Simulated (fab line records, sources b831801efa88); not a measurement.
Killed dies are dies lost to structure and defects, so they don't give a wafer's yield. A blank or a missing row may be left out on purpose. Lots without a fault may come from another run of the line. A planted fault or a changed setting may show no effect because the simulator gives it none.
A struck lot beside a sound one | flow sfq_line | 42 steps out of a route of 325
Sound: wafers L304.1, L304.3, L304.5. Struck: wafers L308.2, L308.5, L308.6. The cause comes at the end.
At each step with rows: each side's tool, then ch and its chambers, then its first start. Under that, the readings that differ: sound wafers | struck wafers | difference of the means | sigmas: that difference in standard deviations of wafers without a fault.
alike: readings whose means differ by less than 2 such deviations, and words and numbers that are the same on both sides. not compared: withheld readings, readings that some wafer has no value for, bounds like >300 that may hide the same value, and numbers for which the record gives no deviation and whose values overlap.
The two part at a step that has a row with sigmas, a row that says differs or no value, or rows on one side only. Numbers that don't overlap but have no deviation are shown without sigmas and don't part them. A reading that every wafer of one side lacks parts them only if that side has two wafers or more.

first, 7 steps without rows for these wafers: SFQ_TRILAYER_I4_VIA_STRIP_STRIP_107 (strips in O2); SFQ_TRILAYER_I4_VIA_STRIP_SOLV_CLEAN_108 (cleans in NMP, time 600 s); SFQ_TRILAYER_JJ_TRILAYER_DEP_PRE_CLEAN_113 (time 22.5 s); SFQ_TRILAYER_JJ_TRILAYER_DEP_SPUTTER_109 (material Nb, target thk 150 nm, time 100 s); SFQ_TRILAYER_JJ_TRILAYER_DEP_SPUTTER_110 (material Al, target thk 8 nm, time 10 s); SFQ_TRILAYER_JJ_TRILAYER_DEP_AL_OXIDATION_111 (oxidation time 600 s); SFQ_TRILAYER_JJ_TRILAYER_DEP_SPUTTER_112 (material Nb, target thk 170 nm, time 113.3 s).
SFQ_JJ_RS_MEAS_929: measures by four-point-probe.
  sound on film_metro-02, day 52 18:49; struck on film_metro-02, day 53 00:50
  alike: JJ_NB_RS
then, 3 steps without rows for these wafers: SFQ_TRILAYER_JJ_CE_LITHO_COAT_119 (resist thk 62 nm); SFQ_TRILAYER_JJ_CE_LITHO_COAT_114 (resist thk 600 nm); SFQ_TRILAYER_JJ_CE_LITHO_SOFTBAKE_118.
SFQ_TRILAYER_JJ_CE_LITHO_EXPOSE_115: exposes mask J5, target cd 700 nm.
  sound on krf_scanner-02 ch 0, day 52 23:32; struck on krf_scanner-02 ch 0, day 53 05:44
  reading              | sound                | struck               | difference | sigmas
  exposure_dose_mJ_cm2 | 14.406 14.401 14.406 | 14.660 14.659 14.680 | +0.262     | +19
  alike: mask
then, 2 steps without rows for these wafers: SFQ_TRILAYER_JJ_CE_LITHO_PEB_117 (peb time 60 s); SFQ_TRILAYER_JJ_CE_LITHO_DEVELOP_116 (time 60 s).
SFQ_JJ_OVL_MEAS_931:
  sound on overlay-01, day 53 01:02; struck on overlay-02, day 53 07:03
  alike: J5_OVL
then, 1 step without rows for these wafers: SFQ_TRILAYER_JJ_CE_METRO_MEASURE_117.
SFQ_TRILAYER_JJ_CE_BARC_OPEN_RIE_150: chemistry O2, target BARC, target depth 240 nm, time 80 s.
  sound on rie_metal-04 ch 0,1, day 53 02:17; struck on rie_metal-02 ch 0,1, day 53 08:17
  alike: drypump_motor_current_A, oes_product_au
  not compared: rf_hours_counter_h
SFQ_TRILAYER_JJ_CE_ETCH_RIE_118: chemistry SF6, target Nb, stops on Al2O3, time 97.7 s, target depth 170 nm.
  sound on rie_metal-04 ch 0,1, day 53 02:22; struck on rie_metal-02 ch 0,1, day 53 08:24
  alike: drypump_motor_current_A, oes_product_au
  not compared: rf_hours_counter_h
then, 9 steps without rows for these wafers: SFQ_TRILAYER_JJ_ANODIZE_ANODIZE_119; SFQ_TRILAYER_JJ_CE_STRIP_STRIP_120 (strips in O2); SFQ_TRILAYER_JJ_CE_STRIP_SOLV_CLEAN_121 (cleans in NMP, time 600 s); SFQ_TRILAYER_M5_LITHO_COAT_128 (resist thk 62 nm); SFQ_TRILAYER_M5_LITHO_COAT_123 (resist thk 600 nm); SFQ_TRILAYER_M5_LITHO_SOFTBAKE_127; SFQ_TRILAYER_M5_LITHO_EXPOSE_124 (exposes mask M5, target cd 700 nm); SFQ_TRILAYER_M5_LITHO_PEB_126 (peb time 60 s); SFQ_TRILAYER_M5_LITHO_DEVELOP_125 (time 60 s).
-- the record jumps here: 5 days lie between the struck wafers' starts before and after --
SFQ_M5_OVL_MEAS_932:
  sound on overlay-01, day 58 08:46; struck on overlay-02, day 58 19:34
  alike: M5_OVL
SFQ_TRILAYER_M5_BARC_OPEN_METAL_ETCH_161: etches BARC in O2, target depth 125 nm, time 41.7 s.
  sound on rie_metal-04 ch 0,1, day 58 08:48; struck on rie_metal-01 ch 0,1, day 58 19:36
  alike: drypump_motor_current_A, oes_product_au
  not compared: rf_hours_counter_h
then, 4 steps without rows for these wafers: SFQ_TRILAYER_M5_ETCH_METAL_ETCH_126 (etches Nb in Cl2/BCl3, stops on SiO2, time 203.2 s, target depth 265 nm); SFQ_TRILAYER_M5_STRIP_STRIP_127 (strips in O2); SFQ_TRILAYER_M5_STRIP_SOLV_CLEAN_128 (cleans in NMP, time 600 s); SFQ_TRILAYER_A5B_DEP_PECVD_129 (deposits SiO2 from SiH4/N2O, time 133.33 s, target thk 600 nm).
SFQ_TRILAYER_A5B_CMP_CMP_130: polishes, stops on Nb, target thk 340.7 nm.
  sound on cmp-02 ch 0,1,3, day 58 09:55; struck on cmp-01 ch 2,3, day 58 21:49
  alike: motor_current_A
then, 2 steps without rows for these wafers: SFQ_TRILAYER_A5B_METRO_MEASURE_131; SFQ_TRILAYER_R5_DEP_SPUTTER_132 (material Ti, target thk 5 nm, time 5 s).
SFQ_TRILAYER_R5_DEP_SPUTTER_133: material MoNx, target thk 40 nm, time 66.7 s.
  sound on pvd_sputter-05, day 58 14:08; struck on pvd_sputter-04, day 59 01:32
  alike: throttle_valve_pct
then, 1 step without rows for these wafers: SFQ_TRILAYER_R5_DEP_SPUTTER_134 (material Ti, target thk 5 nm, time 5 s).
SFQ_R5_RS_MEAS_933: measures by four-point-probe.
  sound on film_metro-03, day 58 14:13; struck on film_metro-03, day 59 01:38
  alike: R5_MONX_RS
SFQ_R5_THK_MEAS_934: measures by xrf.
  sound on film_metro-03, day 58 14:20; struck on film_metro-03, day 59 01:44
  alike: R5_MONX_THK
then, 1 step without rows for these wafers: SFQ_TRILAYER_R5_LITHO_COAT_141 (resist thk 62 nm).
-- the record jumps here: 24 days lie between the struck wafers' starts before and after --
SFQ_M8_BOW_MEAS_951:
  sound on film_metro-04, day 81 13:36; struck on film_metro-01, day 83 03:22
  reading                | sound               | struck             | difference | sigmas
  model.etest.jj.g_times | 0.993 0.9963 0.9951 | 0.992 0.9921 0.989 | -0.004     |
  alike: M8_BOW

WHERE THEY PART
Only at SFQ_TRILAYER_JJ_CE_LITHO_EXPOSE_115, within this record. Later steps at which nothing parts them and some readings are alike: SFQ_JJ_OVL_MEAS_931, SFQ_TRILAYER_JJ_CE_BARC_OPEN_RIE_150, SFQ_TRILAYER_JJ_CE_ETCH_RIE_118, SFQ_M5_OVL_MEAS_932, SFQ_TRILAYER_M5_BARC_OPEN_METAL_ETCH_161, SFQ_TRILAYER_A5B_CMP_CMP_130, SFQ_TRILAYER_R5_DEP_SPUTTER_133, SFQ_R5_RS_MEAS_933, SFQ_R5_THK_MEAS_934, SFQ_M8_BOW_MEAS_951.

WHY: what the simulator had put in
Process parameter drift: krf_scanner-02, from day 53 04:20 on, at SFQ_TRILAYER_JJ_CE_LITHO_EXPOSE_115. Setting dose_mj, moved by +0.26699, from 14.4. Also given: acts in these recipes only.
